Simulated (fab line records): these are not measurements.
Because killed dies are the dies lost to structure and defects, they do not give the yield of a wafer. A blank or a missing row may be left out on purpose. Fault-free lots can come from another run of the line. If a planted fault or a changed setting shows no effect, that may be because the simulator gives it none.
What tool caused it? || flow gf180mcu || Sampling: 10 lots, 30 wafers, 4 of 602 route steps

WHAT EACH GAUGE READ, for each wafer
GF_NSD_TW_MEAS_12. Usual: NSD_TW typically reads 4249, with standard deviation 31.
{"lot": "L176", "measured": "day 14 03:21", "on": "filmMetro-04", "NSD_TW": "4287 4309 4275", "flag": ""}
{"lot": "L177", "measured": "day 14 14:53", "on": "filmMetro-04", "NSD_TW": "4313 4285 4301", "flag": ""}
{"lot": "L184", "measured": "day 17 06:30", "on": "filmMetro-04", "NSD_TW": "4277 4251 4262", "flag": ""}
{"lot": "L187", "measured": "day 18 03:24", "on": "filmMetro-04", "NSD_TW": "4259 4252 4251", "flag": ""}
{"lot": "L188", "measured": "day 18 12:16", "on": "filmMetro-04", "NSD_TW": "4253 4249 4237", "flag": ""}
{"lot": "L192", "measured": "day 20 00:02", "on": "filmMetro-04", "NSD_TW": "4301 4304 4275", "flag": ""}
{"lot": "L193", "measured": "day 20 08:41", "on": "filmMetro-02", "NSD_TW": "4516 4505 4506", "flag": "OFF"}
{"lot": "L194", "measured": "day 20 15:12", "on": "filmMetro-01", "NSD_TW": "4479 4499 4490", "flag": "OFF"}
{"lot": "L195", "measured": "day 21 02:52", "on": "filmMetro-01", "NSD_TW": "4217 4231 4225", "flag": ""}
{"lot": "L196", "measured": "day 21 04:44", "on": "filmMetro-01", "NSD_TW": "4240 4231 4252", "flag": ""}

GF_PSD_RS_MEAS_14: measures by four-point-probe. Usual: NSD_RS typically reads 46.10 ohm/sq, with standard deviation 0.096.
{"lot": "L176", "measured": "day 15 00:56", "on": "filmMetro-01", "NSD_RS (ohm/sq)": "46.13 46.14 46.04", "flag": ""}
{"lot": "L177", "measured": "day 15 12:37", "on": "filmMetro-04", "NSD_RS (ohm/sq)": "46.22 46.21 46.24", "flag": ""}
{"lot": "L184", "measured": "day 18 06:34", "on": "filmMetro-04", "NSD_RS (ohm/sq)": "46.15 46.09 46.13", "flag": ""}
{"lot": "L187", "measured": "day 19 03:13", "on": "filmMetro-04", "NSD_RS (ohm/sq)": "46.16 46.13 46.17", "flag": ""}
{"lot": "L188", "measured": "day 19 12:49", "on": "filmMetro-01", "NSD_RS (ohm/sq)": "45.97 46.07 45.99", "flag": ""}
{"lot": "L192", "measured": "day 21 01:04", "on": "filmMetro-02", "NSD_RS (ohm/sq)": "46.12 46.10 46.07", "flag": ""}
{"lot": "L193", "measured": "day 21 08:56", "on": "filmMetro-01", "NSD_RS (ohm/sq)": "41.68 41.69 41.61", "flag": "OFF"}
{"lot": "L194", "measured": "day 21 15:50", "on": "filmMetro-01", "NSD_RS (ohm/sq)": "41.56 41.79 41.55", "flag": "OFF"}
{"lot": "L195", "measured": "day 22 02:36", "on": "filmMetro-01", "NSD_RS (ohm/sq)": "46.03 46.03 46.05", "flag": ""}
{"lot": "L196", "measured": "day 22 04:50", "on": "filmMetro-02", "NSD_RS (ohm/sq)": "46.17 46.08 46.11", "flag": ""}

TOOL THAT RAN EACH LOT (tool first, then ch and the chambers of the sampled wafers, then the start)
{"lot": "L176", "GF_NSD_IMPLANT_09": "implanter-01 ch 0, day 14 02:58", "GF_NSD_STRIP_11": "plasmaAsher-03 ch 0,1, day 14 03:14"}
{"lot": "L177", "GF_NSD_IMPLANT_09": "implanter-02 ch 0, day 14 14:29", "GF_NSD_STRIP_11": "plasmaAsher-03 ch 0,1, day 14 14:47"}
{"lot": "L184", "GF_NSD_IMPLANT_09": "implanter-01 ch 0, day 17 06:07", "GF_NSD_STRIP_11": "plasmaAsher-02 ch 0,1, day 17 06:23"}
{"lot": "L187", "GF_NSD_IMPLANT_09": "implanter-02 ch 0, day 18 03:00", "GF_NSD_STRIP_11": "plasmaAsher-03 ch 1, day 18 03:18"}
{"lot": "L188", "GF_NSD_IMPLANT_09": "implanter-02 ch 0, day 18 11:52", "GF_NSD_STRIP_11": "plasmaAsher-04 ch 0,1, day 18 12:09"}
{"lot": "L192", "GF_NSD_IMPLANT_09": "implanter-02 ch 0, day 19 23:38", "GF_NSD_STRIP_11": "plasmaAsher-03 ch 0,1, day 19 23:56"}
{"lot": "L193", "GF_NSD_IMPLANT_09": "implanter-02 ch 0, day 20 08:18", "GF_NSD_STRIP_11": "plasmaAsher-03 ch 0,1, day 20 08:34"}
{"lot": "L194", "GF_NSD_IMPLANT_09": "implanter-02 ch 0, day 20 14:51", "GF_NSD_STRIP_11": "plasmaAsher-03 ch 0,1, day 20 15:07"}
{"lot": "L195", "GF_NSD_IMPLANT_09": "implanter-01 ch 0, day 21 02:28", "GF_NSD_STRIP_11": "plasmaAsher-03 ch 0,1, day 21 02:46"}
{"lot": "L196", "GF_NSD_IMPLANT_09": "implanter-01 ch 0, day 21 04:20", "GF_NSD_STRIP_11": "plasmaAsher-02 ch 0,1, day 21 04:38"}
- GF_NSD_IMPLANT_09
- GF_NSD_STRIP_11: strips in O2/N2.

WHAT THE TOOLS THEMSELVES READ (means of the sampled wafers that have a number; where no wafer has one, the mark that the record gives instead)
GF_NSD_IMPLANT_09. Usual: beamEnergyKeV 59.997, standard deviation 0.019; endStationPressureTorr 1.29e-05 Torr, standard deviation 7.6e-07.
{"lot": "L176", "tool": "implanter-01", "beamEnergyKeV": 59.980, "endStationPressureTorr (Torr)": 1.35e-05, "flag": ""}
{"lot": "L177", "tool": "implanter-02", "beamEnergyKeV": 59.987, "endStationPressureTorr (Torr)": 1.26e-05, "flag": ""}
{"lot": "L184", "tool": "implanter-01", "beamEnergyKeV": 60.007, "endStationPressureTorr (Torr)": 1.36e-05, "flag": ""}
{"lot": "L187", "tool": "implanter-02", "beamEnergyKeV": 59.984, "endStationPressureTorr (Torr)": 1.25e-05, "flag": ""}
{"lot": "L188", "tool": "implanter-02", "beamEnergyKeV": 60.007, "endStationPressureTorr (Torr)": 1.34e-05, "flag": ""}
{"lot": "L192", "tool": "implanter-02", "beamEnergyKeV": 59.971, "endStationPressureTorr (Torr)": 1.29e-05, "flag": ""}
{"lot": "L193", "tool": "implanter-02", "beamEnergyKeV": 77.569, "endStationPressureTorr (Torr)": "-", "flag": "OFF"}
{"lot": "L194", "tool": "implanter-02", "beamEnergyKeV": 77.539, "endStationPressureTorr (Torr)": "-", "flag": "OFF"}
{"lot": "L195", "tool": "implanter-01", "beamEnergyKeV": 60.002, "endStationPressureTorr (Torr)": 1.37e-05, "flag": ""}
{"lot": "L196", "tool": "implanter-01", "beamEnergyKeV": 60.004, "endStationPressureTorr (Torr)": 1.33e-05, "flag": ""}

GF_NSD_STRIP_11. Usual: drypumpMotorCurrentA 5.84 A, standard deviation 0.23; heaterPowerW 331 W, standard deviation 13; n2FlowSccm 300.0 sccm, standard deviation 0.95; oesProductAu 0.487 a.u., standard deviation 0.0047; stripTimeToEndpointS 22.951 s, standard deviation 0.029.
{"lot": "L176", "tool": "plasmaAsher-03", "drypumpMotorCurrentA (A)": 5.95, "heaterPowerW (W)": 331, "n2FlowSccm (sccm)": 300.7, "oesProductAu (a.u.)": 0.490, "stripTimeToEndpointS (s)": 22.981, "flag": ""}
{"lot": "L177", "tool": "plasmaAsher-03", "drypumpMotorCurrentA (A)": 5.96, "heaterPowerW (W)": 330, "n2FlowSccm (sccm)": 299.8, "oesProductAu (a.u.)": 0.490, "stripTimeToEndpointS (s)": 22.907, "flag": ""}
{"lot": "L184", "tool": "plasmaAsher-02", "drypumpMotorCurrentA (A)": 5.92, "heaterPowerW (W)": 327, "n2FlowSccm (sccm)": 298.9, "oesProductAu (a.u.)": 0.485, "stripTimeToEndpointS (s)": 22.930, "flag": ""}
{"lot": "L187", "tool": "plasmaAsher-03", "drypumpMotorCurrentA (A)": 6.17, "heaterPowerW (W)": 337, "n2FlowSccm (sccm)": 299.9, "oesProductAu (a.u.)": 0.490, "stripTimeToEndpointS (s)": 22.961, "flag": ""}
{"lot": "L188", "tool": "plasmaAsher-04", "drypumpMotorCurrentA (A)": 5.62, "heaterPowerW (W)": 337, "n2FlowSccm (sccm)": 298.8, "oesProductAu (a.u.)": 0.489, "stripTimeToEndpointS (s)": 22.963, "flag": ""}
{"lot": "L192", "tool": "plasmaAsher-03", "drypumpMotorCurrentA (A)": 6.07, "heaterPowerW (W)": 337, "n2FlowSccm (sccm)": 299.8, "oesProductAu (a.u.)": 0.485, "stripTimeToEndpointS (s)": 22.968, "flag": ""}
{"lot": "L193", "tool": "plasmaAsher-03", "drypumpMotorCurrentA (A)": 5.95, "heaterPowerW (W)": 328, "n2FlowSccm (sccm)": 300.4, "oesProductAu (a.u.)": 0.460, "stripTimeToEndpointS (s)": 25.407, "flag": "OFF"}
{"lot": "L194", "tool": "plasmaAsher-03", "drypumpMotorCurrentA (A)": 5.95, "heaterPowerW (W)": 331, "n2FlowSccm (sccm)": 300.1, "oesProductAu (a.u.)": 0.465, "stripTimeToEndpointS (s)": 25.402, "flag": "OFF"}
{"lot": "L195", "tool": "plasmaAsher-03", "drypumpMotorCurrentA (A)": 5.94, "heaterPowerW (W)": 329, "n2FlowSccm (sccm)": 300.0, "oesProductAu (a.u.)": 0.489, "stripTimeToEndpointS (s)": 22.968, "flag": ""}
{"lot": "L196", "tool": "plasmaAsher-02", "drypumpMotorCurrentA (A)": 5.92, "heaterPowerW (W)": 325, "n2FlowSccm (sccm)": 300.4, "oesProductAu (a.u.)": 0.487, "stripTimeToEndpointS (s)": 22.995, "flag": ""}

THE ANSWER, worked out from the rows above alone
Rule: take the mean of a lot's wafers that have a number; if it is more than 3 standard deviations from the usual mean, the lot is off. A lot without any number at a reading at which 4 lots or more have one is off too. The other lots that the step has rows for count as sound. After the gauges, taken in route order, come the tools' own readings; for these a lot's mean is taken, as printed above. The first step at which some lot is off is used, and at that step the reading that is off furthest; a lot without a number counts as furthest.
Off: L193, L194, seen at GF_NSD_TW_MEAS_12 (NSD_TW).
A tool fits if, at a process step before that reading, it ran every lot that is off, and no sound lot after the first of them. The gauges at GF_NSD_TW_MEAS_12 aren't tried: what is off there is off at GF_NSD_IMPLANT_09 too, on other tools, and a gauge's error can't cause that. One fits: GF_NSD_IMPLANT_09 on implanter-02. Its last sound lot is L192 (day 19 23:38), its first lot that is off L193 (day 20 08:18): a fault that began between those two fits.
The tool's own readings at GF_NSD_IMPLANT_09 bear it out: on the lots that are off they differ by more than 5 times the standard deviation of the sound lots' means. beamEnergyKeV reads 77.554 there against 59.993 on the sound lots.
Blank at GF_NSD_IMPLANT_09 on the lots that are off, where sound lots have numbers: endStationPressureTorr.

WHAT HAD BEEN PUT IN BY THE SIMULATOR
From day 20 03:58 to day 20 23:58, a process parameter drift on implanter-02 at GF_NSD_IMPLANT_09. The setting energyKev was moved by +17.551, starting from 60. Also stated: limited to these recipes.
Struck lots among those shown: L193, L194. The same result came from the rule above.
